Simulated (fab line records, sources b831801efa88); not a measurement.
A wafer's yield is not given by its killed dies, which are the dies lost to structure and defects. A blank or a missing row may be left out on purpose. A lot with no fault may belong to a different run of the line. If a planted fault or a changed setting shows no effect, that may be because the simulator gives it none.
What tool caused it? + flow sky130 + route of 708 steps, sampled at 1 step: 12 lots, 36 wafers

== WHAT THE GAUGES SHOWED, per wafer ==
SKY_VT_ADJUST_LVTN_OVL_MEAS_18.
| lot  | measured     | on         | VT_ADJUST_LVTN_01_OVL (nm) |
|------|--------------|------------|----------------------------|
| L075 | day 7 22:49  | overlay-02 | 3.4 3.0 1.5                |
| L077 | day 8 12:20  | overlay-02 | 1.6 1.2 2.1                |
| L079 | day 8 23:55  | overlay-02 | -0.4 0.2 0.4               |
| L081 | day 9 14:43  | overlay-01 | 0.6 0.3 1.0                |
| L083 | day 10 10:37 | overlay-01 | -1.3 -0.2 -1.7             |
| L085 | day 10 22:46 | overlay-01 | 2.4 1.8 -0.2               |
| L087 | day 11 12:41 | overlay-01 | -2.9 -1.6 -2.1             |
| L089 | day 12 00:37 | overlay-01 | -0.9 -2.6 -3.0             |
| L091 | day 12 12:25 | overlay-01 | -1.7 0.6 -0.9              |
| L093 | day 13 03:11 | overlay-02 | -1.0 1.0 -0.4              |
| L095 | day 13 16:10 | overlay-02 | -2.4 1.3 -1.5              |
| L097 | day 14 04:58 | overlay-01 | 1.5 0.2 0.7                |

== TOOL THAT RAN EACH LOT (tool first, then ch and the chambers of the sampled wafers, then the start) ==
There is no process step in the record ahead of these readings.

== THE ANSWER, worked out from the rows above alone ==
Rule: the lots themselves supply what counts as usual. Put in order of their means at a reading, lots are off if they are a third of the lots or fewer, leave a main group of 4 or more, and stand apart from it by a gap of 3 or more times the standard deviation of the main group's means; of several such gaps the widest counts. If all means in a main group match to the digits the tables above print for the reading, that group is not used. Also off: a lot with no number at a reading for which 4 or more lots have one. Where the step has rows for the other lots, those lots are counted as sound.
Across all readings shown, no lot is off: no conclusion can be drawn from this.

== WHAT HAD BEEN PUT IN BY THE SIMULATOR ==
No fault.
